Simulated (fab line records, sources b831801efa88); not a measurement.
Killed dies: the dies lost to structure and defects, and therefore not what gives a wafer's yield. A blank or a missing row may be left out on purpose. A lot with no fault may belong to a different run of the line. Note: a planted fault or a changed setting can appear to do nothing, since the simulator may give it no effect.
A struck lot beside a sound one / flow sky130 / 14 out of 708 route steps
Sound: wafers L107.1, L107.2, L107.3. Wafers struck: L108.3, L108.4, L108.6. The cause is given at the end.
At each step with rows: each side's tool, then ch and its chambers, then its first start. Under that, the readings that differ: sound wafers / struck wafers / difference of the means / sigmas: that difference in standard deviations of wafers without a fault.
alike: a reading whose means differ by less than 2 such deviations, as well as words and numbers matching on both sides. not compared: withheld readings; readings where some wafer has no value; bounds like >300 that might hide an equal value; numbers whose values overlap and for which the record gives no deviation.
The two part at a step that has a row with sigmas, a row that says differs or no value, or rows on one side only. Non-overlapping numbers with no deviation appear without sigmas and do not part them. A reading that every wafer of one side lacks parts them only if that side has two wafers or more.

first, 4 steps without rows for these wafers: SKY_METAL5_SOFTBAKE_10 (time 60 s); SKY_METAL5_EXPOSE_11 (exposes mask MM5, target cd 1600 nm); SKY_METAL5_PEB_12; SKY_METAL5_DEVELOP_13 (develop time 60 s).
SKY_METAL5_DESCUM_14: chemistry O2, time 11 s.
  sound on rie_metal-02 ch 0,1, day 46 20:28; struck on rie_metal-02 ch 0, day 46 22:05
  alike: drypump_motor_current_A, he_backside_leak_sccm, oes_product_au
  not compared: rf_hours_counter_h
SKY_METAL5_METAL_ETCH_15: etches the open film in Cl2/BCl3, stops on SiO2, target depth 1260 nm, time 252 s.
  sound on rie_metal-02 ch 0,1, day 46 20:29; struck on rie_metal-02 ch 0, day 46 22:17
  alike: drypump_motor_current_A, he_backside_leak_sccm, oes_product_au, throttle_valve_pct
  not compared: rf_hours_counter_h
SKY_METAL5_STRIP_16: strips in O2/N2.
  sound on plasma_asher-04 ch 0,1, day 46 20:44; struck on plasma_asher-04 ch 0,1, day 46 22:38
  alike: drypump_motor_current_A, oes_product_au, strip_time_to_endpoint_s
  not compared: rf_hours_counter_h
then, 3 steps without rows for these wafers: SKY_METAL5_STRIP_17 (strips in post etch residue remover, time 1200 s); SKY_METAL5_CLEAN_18 (cleans in IPA, time 180 s); SKY_METAL5_CLEAN_19 (cleans in O3/DIW).
SKY_PASSIVATION_CVD_00: deposits SiO2, target thk 90 nm.
  sound on pecvd-04 ch 0,1,2, day 46 21:45; struck on pecvd-01 ch 0,1,2, day 46 23:11
  alike: heater_power_outer_w, heater_power_w
SKY_PASSIVATION_THK_MEAS_01:
  struck on film_metro-04, day 46 23:14; sound on film_metro-03, day 46 21:46
reading=PASSIVATION_CVD_00_THK (nm); sound=87.1 88.4 89.2; struck=89.7 92.3 91.3; difference=+2.9; sigmas=+2
SKY_PASSIVATION_CVD_02: deposits Si3N4, target thk 540 nm.
  sound on pecvd-02 ch 0,1,2, day 46 21:50; struck on pecvd-04 ch 1,2, day 46 23:16
  no value came back on the struck wafers for heater_power_outer_w (W), heater_power_w (W); on the sound wafers heater_power_outer_w (W) reads 465 440 507
then, 1 step without rows for these wafers: SKY_PAD_OPEN_PROBE_99.

## WHERE THEY PART
At SKY_PASSIVATION_THK_MEAS_01 first; at SKY_PASSIVATION_CVD_02 last (within this record only).

WHY: whatever the simulator had introduced
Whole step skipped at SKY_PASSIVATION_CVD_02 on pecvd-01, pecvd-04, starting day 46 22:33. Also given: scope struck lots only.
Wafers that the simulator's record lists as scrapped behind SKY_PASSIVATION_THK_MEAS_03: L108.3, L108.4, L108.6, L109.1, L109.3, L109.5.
